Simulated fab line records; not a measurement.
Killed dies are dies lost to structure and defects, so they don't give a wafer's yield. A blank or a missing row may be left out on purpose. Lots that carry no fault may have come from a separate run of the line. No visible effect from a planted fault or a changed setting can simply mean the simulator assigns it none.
A struck lot beside a sound one -- flow sky130 -- 15 steps out of a route of 708
Sound: wafers L804.1, L804.2, L804.3. The struck wafers were L806.1, L806.2, L806.4. The cause is given at the end.
At each step with rows: each side's tool, then ch and its chambers, then its first start. Under that, the readings that differ: sound wafers -- struck wafers -- difference of the means -- sigmas: that difference in standard deviations of wafers without a fault.
alike: words and numbers the same on both sides, and readings whose means are apart by under 2 such deviations; not compared: readings that were withheld, readings missing a value for some wafer, numbers with overlapping values and no deviation given by the record, and bounds like >300 which may hide the same value.
The two part at a step that has a row with sigmas, a row that says differs or no value, or rows on one side only. When numbers do not overlap yet have no deviation, they are printed without sigmas and do not part them. A reading that every wafer of one side lacks parts them only if that side has two wafers or more.

first, 3 steps without rows for these wafers: SKY_SONOS_TUNNEL_EXPOSE_04 (exposes mask TUNM, target cd 410 nm); SKY_SONOS_TUNNEL_PEB_05; SKY_SONOS_TUNNEL_DEVELOP_06 (develop time 60 s).
SKY_SONOS_TUNNEL_CD_MEAS_07: target cd 410 nm.
  sound on cd sem-01, day 14 14:52; struck on cd sem-02, day 15 14:17
  alike: cd nm
SKY_SONOS_TUNNEL_OVL_MEAS_08:
  sound on overlay-02, day 14 14:59; struck on overlay-01, day 15 14:25
  alike: SONOS_TUNNEL_OVL
then, 3 steps without rows for these wafers: SKY_SONOS_TUNNEL_IMPLANT_09; SKY_SONOS_TUNNEL_WET_ETCH_10 (etches SiO2 in dHF, target depth 14 nm, time 280 s); SKY_SONOS_TUNNEL_STRIP_11 (strips in SPM, time 600 s).
SKY_SONOS_TUNNEL_TW_MEAS_12:
  sound on film metro-02, day 14 15:26; struck on film metro-02, day 15 14:52
  alike: SONOS_TUNNEL_TW
then, 2 steps without rows for these wafers: SKY_SONOS_TUNNEL_CLEAN_13 (cleans in dHF, time 20 s); SKY_SONOS_ONO_OXIDATION_00 (stabilise 600 s, purge 300 s, target thk 2.6 nm).
SKY_SONOS_ONO_THK_MEAS_01:
  sound on film metro-01, day 14 16:51; struck on film metro-01, day 15 16:59
  alike: SONOS_ONO_OXIDATION_THK
SKY_SONOS_ONO_CVD_02: deposits Si3N4 from DCS/NH3, target thk 10.5 nm, time 180 s.
  sound on lpcvd-02 ch 1, day 14 17:50; struck on lpcvd-02 ch 1, day 15 18:22
reading,sound,struck,difference,sigmas
model.Si3N4_of_SONOS_ONO_CVD_02.thk nm (nm),10.52 10.46 10.54,15.81 15.7 15.75,+5.25,
  alike: spike tc top C, spike tc upper C, zone power bottom pct
SKY_SONOS_ONO_THK_MEAS_03:
  sound on film metro-03, day 14 18:53; struck on film metro-01, day 15 19:57
reading,sound,struck,difference,sigmas
SONOS_ONO_CVD_02_THK (nm),10.56 10.48 10.52,15.83 15.65 15.74,+5.22,+47
then, 1 step without rows for these wafers: SKY_SONOS_ONO_CVD_04 (deposits SiO2 from SiH4/N2O, target thk 5.7199 nm).

WHERE THEY PART
At SKY_SONOS_ONO_THK_MEAS_03 and nowhere else, as far as this record goes.

WHY: whatever the simulator had introduced
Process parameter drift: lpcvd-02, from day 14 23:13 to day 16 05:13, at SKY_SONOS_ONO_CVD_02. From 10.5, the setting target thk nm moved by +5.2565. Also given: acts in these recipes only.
